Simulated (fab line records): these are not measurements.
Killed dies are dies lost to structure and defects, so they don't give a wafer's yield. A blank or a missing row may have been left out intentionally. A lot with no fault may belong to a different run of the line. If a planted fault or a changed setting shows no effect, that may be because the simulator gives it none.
fab line records	flow gf180mcu
record: lots: 7	wafers: 18	lastDay: 34
route steps=602 shown DNWELL@39 NWELL@42 LVPWELL@54 MVSD@66 MVPSD@78
lots that met no fault: taken from a fault-free run of the same line
startH: start of the lot's first displayed wafer, in hours after the record's first day	waitH: how many hours have passed since the lot's step before this one	" unchanged from the row above	L1.1+2: several wafers, shown together as one row	- value missing, or start not given	* or withheld: withheld	< > ~ a bound
route shown NAME@n: names a module that has steps shown in the file, with the first one's number in the route	usual: average and standard deviation across the fault-free wafers	same: alike in all rows	chamber/n: place in a boat	sites: readings site by site	_std_site: standard deviation of those values	_edge_site: the outer-site mean with the inner-site mean subtracted	radiusMm: how far each site lies from the wafer's centre	mask NAME#n: copy n	behind: the tool/chamber that last shaped the wafer	hold: cause of the lot's hold/its duration in hours/its outcome	device: transistor that didn't switch, given as n, p or np	end of line: the tests these same wafers got at the end of their route	step lacking rows: just its recipe	killed: at the first sort, the dies lost to defects and structure; wafer yield is something else	map: a wafer's dies, marking killed ones x, the rest . and places with no die _
set.NAME: the setting as run; set.NAME@STEP: as run at that earlier step	model.NAME: the simulator's own value behind a step, which no gauge read
a table for each step, a row for each wafer; lots at some steps of the route
services: the hour from which a tool's chamber was out of use, counted from the record's first day as startH (under 0 if before that day), plus the number of hours and why
== steps ==
step: GF_DNWELL_IMPLANT_07
recipe: species: P	energyKev: 1500	doseCm2: 1e+13	tiltDeg: 0
step: GF_DNWELL_STRIP_08
recipe: chemistry: O2/N2	powerW: 1400	pressureMtorr: 1500	platenTempC: 250	o2FlowSccm: 3000	n2FlowSccm: 300	overashFraction: 0.5
usual: chamberPressureMTorr: 1499.9/1.3	drypumpMotorCurrentA: 5.7/0.52	heaterPowerW: 313/49	n2FlowSccm: 300.0/1.1	oesProductAu: 0.723/0.0044	stripTimeToEndpointS: 37.01/0.12
lot.wafer	tool	chamber	startH	waitH	chamberPressureMTorr	drypumpMotorCurrentA	heaterPowerW	n2FlowSccm	oesProductAu	rfHoursCounterH	stripTimeToEndpointS
L756.1	plasmaAsher-01	0	40.97	0.1	1499.0	5.6	273	300.7	0.717	38	36.86
L756.3	"	0	"	"	1497.8	5.5	275	300.6	0.723	-	36.93
L756.4	"	1	"	"	1501.3	4.9	290	301.3	0.723	-	36.86
L763.1	plasmaAsher-01	1	80.12	0.1	1499.4	4.9	296	300.7	0.726	42	36.99
L763.2	"	0	"	"	1499.1	5.5	272	301.0	0.720	42	36.99
L763.6	"	0	"	"	1498.7	5.5	272	300.3	0.714	-	36.92
L766.5	plasmaAsher-01	0	96.11	0.1	1500.7	5.6	278	299.7	0.724	-	37.07
L766.6	"	1	"	"	1500.7	4.9	295	299.8	0.715	-	36.94
L768.2	plasmaAsher-03	1	106.90	0.1	1501.2	6.5	340	300.3	0.723	49	36.73
L768.5	"	0	"	"	1498.5	5.9	441	300.7	0.726	-	36.78
L770.2	plasmaAsher-01	1	115.77	0.1	1498.9	4.9	296	300.2	0.722	46	37.07
L770.6	"	0	"	"	1502.4	5.5	271	298.9	0.720	-	37.00
L775.1	plasmaAsher-02	0	146.27	0.1	1500.3	6.2	313	299.1	0.720	3	36.84
L775.3	"	0	"	"	1500.2	6.2	318	300.0	0.716	-	36.85
L775.4	"	1	"	"	1501.5	5.5	305	299.9	0.719	-	36.86
L776.1	plasmaAsher-03	1	152.32	0.1	1500.4	6.5	339	300.1	0.722	53	36.98
L776.3	"	1	"	"	1499.1	6.5	337	299.7	0.731	-	37.04
L776.5	"	1	"	"	1498.7	6.5	341	298.5	0.732	-	37.07
step: GF_DNWELL_TW_MEAS_09
usual: DNWELL_TW: 1354/16
lot.wafer	tool	chamber	startH	waitH	DNWELL_TW
L756.1	filmMetro-04	-	41.07	0.1	1349
L756.3	"	-	"	"	1359
L756.4	"	-	"	"	1359
L763.1	filmMetro-04	-	80.22	0.1	1354
L763.2	"	-	"	"	1348
L763.6	"	-	"	"	1350
L766.5	filmMetro-01	-	96.19	0.0	1335
L766.6	"	-	"	"	1340
L768.2	filmMetro-01	-	107.01	0.1	1351
L768.5	"	-	"	"	1347
L770.2	filmMetro-01	-	115.88	0.1	1340
L770.6	"	-	"	"	1338
L775.1	filmMetro-01	-	146.37	0.1	1354
L775.3	"	-	"	"	1353
L775.4	"	-	"	"	1351
L776.1	filmMetro-04	-	152.42	0.1	1371
L776.3	"	-	"	"	1366
L776.5	"	-	"	"	1359
step: GF_NWELL_DEHYDRATE_00
recipe: tempC: 200	timeS: 60
step: GF_NWELL_HMDS_01
recipe: primeTimeS: 60	primeTempC: 120
step: GF_NWELL_COAT_02
recipe: spinRpm: 2000	resistThkNm: 3000
step: GF_NWELL_SOFTBAKE_03
recipe: tempC: 110	timeS: withheld
step: GF_NWELL_EXPOSE_04
recipe: maskId: Nwell	targetCdNm: 860	na: 0.6	sourceShape: conventional	sigmaOuter: 0.6	doseMj: 260
step: GF_NWELL_PEB_05
recipe: tempC: 115	timeS: withheld
step: GF_NWELL_DEVELOP_06
recipe: wallAngleDeg: 90	developTimeS: 60	devTempC: 23
step: GF_NWELL_OVL_MEAS_07
usual: NWELL_OVL: -0.4/1.4
lot.wafer	tool	chamber	startH	waitH	NWELL_OVL[nm]
L756.1	overlay-01	-	53.70	-	-0.1
L756.3	"	-	"	"	1.7
L756.4	"	-	"	"	-0.1
L763.1	overlay-01	-	93.65	-	-2.5
L763.2	"	-	"	"	-0.7
L763.6	"	-	"	"	-1.2
L766.5	overlay-01	-	110.04	-	-0.8
L766.6	"	-	"	"	-2.3
L768.2	overlay-01	-	121.64	-	1.7
L768.5	"	-	"	"	0.1
L770.2	overlay-02	-	130.74	-	1.5
L770.6	"	-	"	"	2.6
L775.1	overlay-01	-	162.52	-	-0.2
L775.3	"	-	"	"	-2.3
L775.4	"	-	"	"	-1.0
L776.1	overlay-02	-	168.54	-	-0.5
L776.3	"	-	"	"	0.0
L776.5	"	-	"	"	0.2
step: GF_NWELL_IMPLANT_08
recipe: species: P	energyKev: 450	doseCm2: 1.5e+13	tiltDeg: 0
step: GF_NWELL_IMPLANT_09
recipe: species: P	energyKev: 160	doseCm2: 4e+12	tiltDeg: 0
usual: beamOnS: 9.99/0.22	faradayCurrentUA: 22.6/0.5
lot.wafer	tool	chamber	startH	waitH	beamOnS	faradayCurrentUA
L756.1	implanter-03	0	53.88	0.1	10.06	22.4
L756.3	"	0	"	"	9.91	22.7
L756.4	"	0	"	"	9.69	23.2
L763.1	implanter-02	0	93.83	0.1	9.93	22.7
L763.2	"	0	"	"	10.08	22.3
L763.6	"	0	"	"	9.99	22.5
L766.5	implanter-02	0	110.30	0.1	11.26	20.0
L766.6	"	0	"	"	11.28	20.0
L768.2	implanter-02	0	121.84	0.1	10.06	22.5
L768.5	"	0	"	"	11.52	19.6
L770.2	implanter-02	0	130.94	0.1	9.99	22.6
L770.6	"	0	"	"	11.30	20.0
L775.1	implanter-04	0	162.71	0.1	9.69	23.1
L775.3	"	0	"	"	10.08	22.3
L775.4	"	0	"	"	10.01	22.5
L776.1	implanter-03	0	168.73	0.1	10.13	22.3
L776.3	"	0	"	"	10.32	21.9
L776.5	"	0	"	"	10.10	22.3
step: GF_NWELL_STRIP_10
recipe: chemistry: O2/N2	powerW: 1400	pressureMtorr: 1500	platenTempC: 250	o2FlowSccm: 3000	n2FlowSccm: 300	overashFraction: 0.5
usual: chamberPressureMTorr: 1499.9/1.3	drypumpMotorCurrentA: 6.0/0.41	heaterPowerW: 335/56	n2FlowSccm: 300.0/0.86	oesProductAu: 0.722/0.005	stripTimeToEndpointS: 37.01/0.1
lot.wafer	tool	chamber	startH	waitH	chamberPressureMTorr	drypumpMotorCurrentA	heaterPowerW	n2FlowSccm	oesProductAu	rfHoursCounterH	stripTimeToEndpointS
L756.1	plasmaAsher-03	0	54.03	0.1	1499.2	5.9	449	298.1	0.727	43	37.06
L756.3	"	0	"	"	1503.6	6.0	447	299.9	0.718	-	37.05
L756.4	"	1	"	"	1501.8	6.5	326	301.6	0.717	-	37.12
L763.1	plasmaAsher-03	0	93.98	0.1	1499.7	6.0	453	300.1	0.721	48	36.99
L763.2	"	1	"	"	1499.5	6.5	343	300.1	0.727	48	37.00
L763.6	"	1	"	"	1498.3	6.5	332	299.4	0.711	-	37.03
L766.5	plasmaAsher-04	1	110.42	0.1	1498.3	5.4	285	299.8	0.729	-	37.18
L766.6	"	0	"	"	1501.7	6.5	301	298.7	0.712	-	37.21
L768.2	plasmaAsher-02	0	121.97	0.1	1498.3	6.2	309	298.4	0.720	0	36.88
L768.5	"	1	"	"	1500.1	5.5	301	301.6	0.718	-	36.97
L770.2	plasmaAsher-02	0	131.07	0.1	1500.2	6.3	313	300.3	0.725	2	37.07
L770.6	"	0	"	"	1499.5	6.2	305	299.7	0.727	-	37.09
L775.1	plasmaAsher-02	0	162.86	0.1	1499.4	6.2	316	299.9	0.728	5	37.14
L775.3	"	0	"	"	1498.1	6.2	314	300.1	0.726	-	37.04
L775.4	"	1	"	"	1500.2	5.5	295	300.9	0.720	-	37.18
L776.1	plasmaAsher-03	0	168.88	0.1	1502.6	5.9	452	301.2	0.725	55	37.16
L776.3	"	0	"	"	1501.5	5.9	451	300.7	0.718	-	37.04
L776.5	"	1	"	"	1499.0	6.5	342	299.2	0.729	-	37.03
step: GF_NWELL_TW_MEAS_11
usual: NWELL_TW: 1592/7
lot.wafer	tool	chamber	startH	waitH	NWELL_TW
L756.1	filmMetro-04	-	54.13	0.1	1604
L756.3	"	-	"	"	1600
L756.4	"	-	"	"	1599
L763.1	filmMetro-02	-	94.08	0.1	1599
L763.2	"	-	"	"	1602
L763.6	"	-	"	"	1602
L766.5	filmMetro-04	-	110.49	0.0	1597
L766.6	"	-	"	"	1594
L768.2	filmMetro-04	-	122.08	0.1	1581
L768.5	"	-	"	"	1597
L770.2	filmMetro-04	-	131.18	0.1	1595
L770.6	"	-	"	"	1604
L775.1	filmMetro-02	-	162.96	0.1	1591
L775.3	"	-	"	"	1597
L775.4	"	-	"	"	1592
L776.1	filmMetro-04	-	168.98	0.1	1594
L776.3	"	-	"	"	1577
L776.5	"	-	"	"	1590
step: GF_LVPWELL_DEHYDRATE_00
recipe: tempC: 200	timeS: 60
step: GF_LVPWELL_HMDS_01
recipe: primeTimeS: 60	primeTempC: 120
step: GF_LVPWELL_COAT_02
recipe: spinRpm: 2000	resistThkNm: 3000
step: GF_LVPWELL_SOFTBAKE_03
recipe: tempC: 110	timeS: withheld
step: GF_LVPWELL_EXPOSE_04
recipe: maskId: LVPWELL	targetCdNm: 600	na: 0.6	sourceShape: conventional	sigmaOuter: 0.6	doseMj: 260
step: GF_LVPWELL_PEB_05
recipe: tempC: 115	timeS: withheld
step: GF_LVPWELL_DEVELOP_06
recipe: wallAngleDeg: 90	developTimeS: 60	devTempC: 23
step: GF_LVPWELL_OVL_MEAS_07
usual: LVPWELL_OVL: -0.7/1.4
lot.wafer	tool	chamber	startH	waitH	LVPWELL_OVL[nm]
L756.1	overlay-01	-	67.43	-	-3.7
L756.3	"	-	"	"	-2.4
L756.4	"	-	"	"	-0.5
L763.1	overlay-01	-	108.37	-	-0.4
L763.2	"	-	"	"	0.0
L763.6	"	-	"	"	-0.2
L766.5	overlay-01	-	125.16	-	-0.7
L766.6	"	-	"	"	-0.7
L768.2	overlay-02	-	137.09	-	1.3
L768.5	"	-	"	"	3.1
L770.2	overlay-02	-	145.25	-	-1.2
L770.6	"	-	"	"	0.4
L775.1	overlay-02	-	179.19	-	-0.6
L775.3	"	-	"	"	-0.6
L775.4	"	-	"	"	-1.0
L776.1	overlay-01	-	184.68	-	-0.7
L776.3	"	-	"	"	-2.4
L776.5	"	-	"	"	-0.9
step: GF_LVPWELL_IMPLANT_08
recipe: species: B	energyKev: 170	doseCm2: 1.5e+13	tiltDeg: 0
step: GF_LVPWELL_IMPLANT_09
recipe: species: B	energyKev: 60	doseCm2: 5e+12	tiltDeg: 0
step: GF_LVPWELL_STRIP_10
recipe: chemistry: O2/N2	powerW: 1400	pressureMtorr: 1500	platenTempC: 250	o2FlowSccm: 3000	n2FlowSccm: 300	overashFraction: 0.5
usual: chamberPressureMTorr: 1500.0/1.3	drypumpMotorCurrentA: 5.5/0.51	heaterPowerW: 290/12	n2FlowSccm: 300.0/0.7	oesProductAu: 0.723/0.0044	stripTimeToEndpointS: 36.94/0.092
lot.wafer	tool	chamber	startH	waitH	chamberPressureMTorr	drypumpMotorCurrentA	heaterPowerW	n2FlowSccm	oesProductAu	rfHoursCounterH	stripTimeToEndpointS
L756.1	plasmaAsher-01	1	67.77	0.1	1500.1	4.9	297	299.6	0.722	40	37.07
L756.3	"	0	"	"	1498.1	5.6	278	299.9	0.721	-	37.02
L756.4	"	1	"	"	1501.2	4.9	289	299.6	0.728	-	37.05
L763.1	plasmaAsher-01	1	108.70	0.1	1501.3	4.9	297	299.5	0.731	45	37.01
L763.2	"	0	"	"	1501.6	5.6	270	299.4	0.724	45	36.90
L763.6	"	1	"	"	1499.1	4.9	295	299.5	0.726	-	36.98
L766.5	plasmaAsher-04	1	125.54	0.1	1501.3	5.4	289	300.0	0.720	-	36.77
L766.6	"	0	"	"	1500.2	6.5	296	300.9	0.724	-	36.86
L768.2	plasmaAsher-01	1	137.42	0.1	1500.8	4.9	298	299.4	0.720	48	36.86
L768.5	"	0	"	"	1498.1	5.6	274	300.0	0.726	-	36.88
L770.2	plasmaAsher-01	1	145.58	0.1	1499.3	4.9	293	300.1	0.724	49	37.00
L770.6	"	1	"	"	1502.0	4.9	299	298.5	0.720	-	36.99
L775.1	plasmaAsher-04	1	179.53	0.1	1499.6	5.4	284	300.6	0.726	34	36.88
L775.3	"	0	"	"	1501.2	6.5	296	298.6	0.731	-	36.79
L775.4	"	1	"	"	1498.7	5.3	288	300.4	0.725	-	36.80
L776.1	plasmaAsher-01	1	185.02	0.1	1499.6	4.9	289	300.5	0.723	53	37.01
L776.3	"	0	"	"	1497.2	5.5	282	300.9	0.723	-	36.95
L776.5	"	0	"	"	1499.9	5.5	282	300.9	0.722	-	36.98
step: GF_LVPWELL_TW_MEAS_11
usual: LVPWELL_TW: 565.6/2.9
lot.wafer	tool	chamber	startH	waitH	LVPWELL_TW
L756.1	filmMetro-04	-	67.87	0.1	568.5
L756.3	"	-	"	"	567.8
L756.4	"	-	"	"	566.4
L763.1	filmMetro-02	-	108.80	0.1	566.3
L763.2	"	-	"	"	565.7
L763.6	"	-	"	"	568.1
L766.5	filmMetro-04	-	125.61	0.0	562.1
L766.6	"	-	"	"	563.8
L768.2	filmMetro-02	-	137.53	0.1	566.3
L768.5	"	-	"	"	565.2
L770.2	filmMetro-02	-	145.69	0.1	564.3
L770.6	"	-	"	"	565.8
L775.1	filmMetro-04	-	179.63	0.1	562.8
L775.3	"	-	"	"	564.4
L775.4	"	-	"	"	564.3
L776.1	filmMetro-02	-	185.12	0.1	571.0
L776.3	"	-	"	"	570.1
L776.5	"	-	"	"	570.3
step: GF_MVSD_DEHYDRATE_00
recipe: tempC: 200	timeS: 60
step: GF_MVSD_HMDS_01
recipe: primeTimeS: 60	primeTempC: 120
step: GF_MVSD_COAT_02
recipe: spinRpm: 2000	resistThkNm: 3000
step: GF_MVSD_SOFTBAKE_03
recipe: tempC: 110	timeS: withheld
step: GF_MVSD_EXPOSE_04
recipe: maskId: MVSD	targetCdNm: 1000	na: 0.6	sourceShape: conventional	sigmaOuter: 0.6	doseMj: 260
step: GF_MVSD_PEB_05
recipe: tempC: 115	timeS: withheld
step: GF_MVSD_DEVELOP_06
recipe: wallAngleDeg: 90	developTimeS: 60	devTempC: 23
step: GF_MVSD_OVL_MEAS_07
usual: MVSD_OVL: -1.0/1.3
lot.wafer	tool	chamber	startH	waitH	MVSD_OVL[nm]
L756.1	overlay-02	-	81.50	-	-1.2
L756.3	"	-	"	"	-2.6
L756.4	"	-	"	"	-2.2
L763.1	overlay-01	-	122.70	-	-2.4
L763.2	"	-	"	"	-1.7
L763.6	"	-	"	"	-2.1
L766.5	overlay-02	-	139.75	-	-0.2
L766.6	"	-	"	"	-1.8
L768.2	overlay-01	-	152.99	-	0.3
L768.5	"	-	"	"	0.1
L770.2	overlay-01	-	161.34	-	-0.1
L770.6	"	-	"	"	-0.5
L775.1	overlay-01	-	196.32	-	-1.3
L775.3	"	-	"	"	-1.3
L775.4	"	-	"	"	-0.5
L776.1	overlay-02	-	201.47	-	-1.4
L776.3	"	-	"	"	-0.5
L776.5	"	-	"	"	-2.3
step: GF_MVSD_IMPLANT_08
recipe: species: P	energyKev: 400	doseCm2: 1.6e+13	tiltDeg: 0
step: GF_MVSD_IMPLANT_09
recipe: species: P	energyKev: 100	doseCm2: 5e+12	tiltDeg: 0
step: GF_MVSD_STRIP_10
recipe: chemistry: O2/N2	powerW: 1400	pressureMtorr: 1500	platenTempC: 250	o2FlowSccm: 3000	n2FlowSccm: 300	overashFraction: 0.5
usual: chamberPressureMTorr: 1500.2/1.6	drypumpMotorCurrentA: 5.8/0.58	heaterPowerW: 327/61	n2FlowSccm: 299.9/0.82	oesProductAu: 0.723/0.0043	stripTimeToEndpointS: 37.01/0.11
lot.wafer	tool	chamber	startH	waitH	chamberPressureMTorr	drypumpMotorCurrentA	heaterPowerW	n2FlowSccm	oesProductAu	rfHoursCounterH	stripTimeToEndpointS
L756.1	plasmaAsher-01	0	81.83	0.1	1498.9	5.5	273	298.1	0.721	42	37.12
L756.3	"	1	"	"	1500.4	4.9	299	300.3	0.722	-	37.22
L756.4	"	0	"	"	1502.8	5.5	269	298.3	0.723	-	37.05
L763.1	plasmaAsher-04	0	123.04	0.1	1499.3	6.5	301	299.1	0.720	28	37.10
L763.2	"	1	"	"	1500.3	5.4	283	300.2	0.721	28	37.06
L763.6	"	1	"	"	1500.1	5.4	294	300.0	0.719	-	37.07
L766.5	plasmaAsher-03	0	140.12	0.1	1498.3	5.9	451	300.7	0.721	-	36.96
L766.6	"	1	"	"	1500.9	6.5	330	300.0	0.718	-	37.05
L768.2	plasmaAsher-01	1	153.32	0.1	1501.6	4.9	296	299.5	0.730	50	37.03
L768.5	"	0	"	"	1499.4	5.6	277	299.8	0.711	-	36.99
L770.2	plasmaAsher-03	1	161.67	0.1	1498.0	6.5	333	298.2	0.723	54	36.86
L770.6	"	1	"	"	1499.7	6.5	340	299.0	0.719	-	36.89
L775.1	plasmaAsher-03	0	196.65	0.1	1499.6	5.9	456	300.5	0.721	58	36.78
L775.3	"	1	"	"	1498.7	6.5	332	299.0	0.718	-	36.88
L775.4	"	0	"	"	1500.4	5.9	445	299.0	0.728	-	36.88
L776.1	plasmaAsher-04	0	201.80	0.1	1500.4	6.5	301	298.6	0.720	36	36.90
L776.3	"	1	"	"	1499.2	5.4	282	299.1	0.727	-	37.02
L776.5	"	1	"	"	1498.3	5.4	284	299.5	0.728	-	37.04
step: GF_MVSD_TW_MEAS_11
usual: MVSD_TW: 1596/6.2
lot.wafer	tool	chamber	startH	waitH	MVSD_TW
L756.1	filmMetro-02	-	81.93	0.1	1610
L756.3	"	-	"	"	1603
L756.4	"	-	"	"	1610
L763.1	filmMetro-02	-	123.14	0.1	1592
L763.2	"	-	"	"	1594
L763.6	"	-	"	"	1595
L766.5	filmMetro-02	-	140.20	0.0	1607
L766.6	"	-	"	"	1603
L768.2	filmMetro-04	-	153.43	0.1	1595
L768.5	"	-	"	"	1598
L770.2	filmMetro-04	-	161.78	0.1	1598
L770.6	"	-	"	"	1598
L775.1	filmMetro-04	-	196.75	0.1	1583
L775.3	"	-	"	"	1593
L775.4	"	-	"	"	1592
L776.1	filmMetro-04	-	201.90	0.1	1592
L776.3	"	-	"	"	1594
L776.5	"	-	"	"	1598
step: GF_MVPSD_DEHYDRATE_00
recipe: tempC: 200	timeS: 60
step: GF_MVPSD_HMDS_01
recipe: primeTimeS: 60	primeTempC: 120
step: GF_MVPSD_COAT_02
recipe: spinRpm: 2000	resistThkNm: 3000
step: GF_VT_IMPLANT_RS_MEAS_47
recipe: thkMeasGauge: four-point-probe
usual: NWELL_RS: 487.6/1.6
lot.wafer	tool	chamber	startH	waitH	NWELL_RS[ohm/sq]
L756.1	filmMetro-04	-	155.15	0.1	487.5
L756.3	"	-	"	"	486.9
L756.4	"	-	"	"	487.2
L763.1	filmMetro-02	-	203.65	0.1	488.5
L763.2	"	-	"	"	487.3
L763.6	"	-	"	"	488.8
L766.5	filmMetro-04	-	224.68	0.1	481.8
L766.6	"	-	"	"	482.2
L768.2	filmMetro-02	-	238.87	0.1	487.2
L768.5	"	-	"	"	478.9
L770.2	filmMetro-03	-	250.31	0.1	486.0
L770.6	"	-	"	"	477.5
L775.1	filmMetro-02	-	289.71	0.1	486.6
L775.3	"	-	"	"	487.3
L775.4	"	-	"	"	487.7
L776.1	filmMetro-04	-	296.34	0.1	488.7
L776.3	"	-	"	"	490.4
L776.5	"	-	"	"	490.6
== services ==
tool	chamber	startH	hours	kind
plasmaAsher-03	-	28.61	0.6	repair
implanter-04	-	47.54	3.0	pm
plasmaAsher-02	-	55.86	1.6	repair
plasmaAsher-02	-	108.75	9.0	pm
plasmaAsher-02	0	108.75	9.0	ventCycle
plasmaAsher-02	1	108.75	9.0	ventCycle
implanter-02	-	114.95	4.1	pm
plasmaAsher-02	0	117.75	-	clean
plasmaAsher-02	1	117.75	-	clean
implanter-03	-	123.46	16.2	repair
plasmaAsher-03	-	126.66	8.8	repair
plasmaAsher-04	-	145.10	3.4	repair
plasmaAsher-02	-	156.70	4.9	repair
implanter-02	-	161.32	2.3	repair
implanter-02	-	161.43	5.5	repair
plasmaAsher-03	-	162.32	0.4	repair
plasmaAsher-02	-	193.31	3.3	repair
implanter-02	-	195.73	6.9	repair
== key ==
firstSign: step: GF_NWELL_IMPLANT_09	reading: beamOnS	direction: up	sigmas: 6	usual: 9.99	struck: 11.34
effect: step: GF_NWELL_IMPLANT_09	reading: faradayCurrentUA	direction: down	sigmas: 5.4	usual: 22.6	struck: 19.9
effect: step: GF_VT_IMPLANT_RS_MEAS_47	reading: NWELL_RS	direction: down	sigmas: 4.8	usual: 487.6	struck: 480.1
metAt GF_NWELL_IMPLANT_09
struckWafers L766.5,L766.6,L768.5,L770.6
sortLeftOut L766.5,L766.6,L768.5
testerLeftOut L766,L768,L770
onsetBetween 93.83 110.30
fault: kind: processParameterDrift	tool: implanter-02	chamber: -	onsetH: 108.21	steps: GF_NWELL_IMPLANT_09	channel: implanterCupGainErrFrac	offset: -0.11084	shape: step	endH: 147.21	scope: struckWafersOnly
testerLeftOut: of these lots the tester's yield and bins aren't shown, on N5 and GAA mostly nor the transistor test; their killed dies are dies lost to structure and defects alone, not to doping, threshold or leakage, so they don't give the yield
sortLeftOut: the simulated sort isn't trusted on such a fault, so these wafers' sort isn't shown, and their yield isn't known
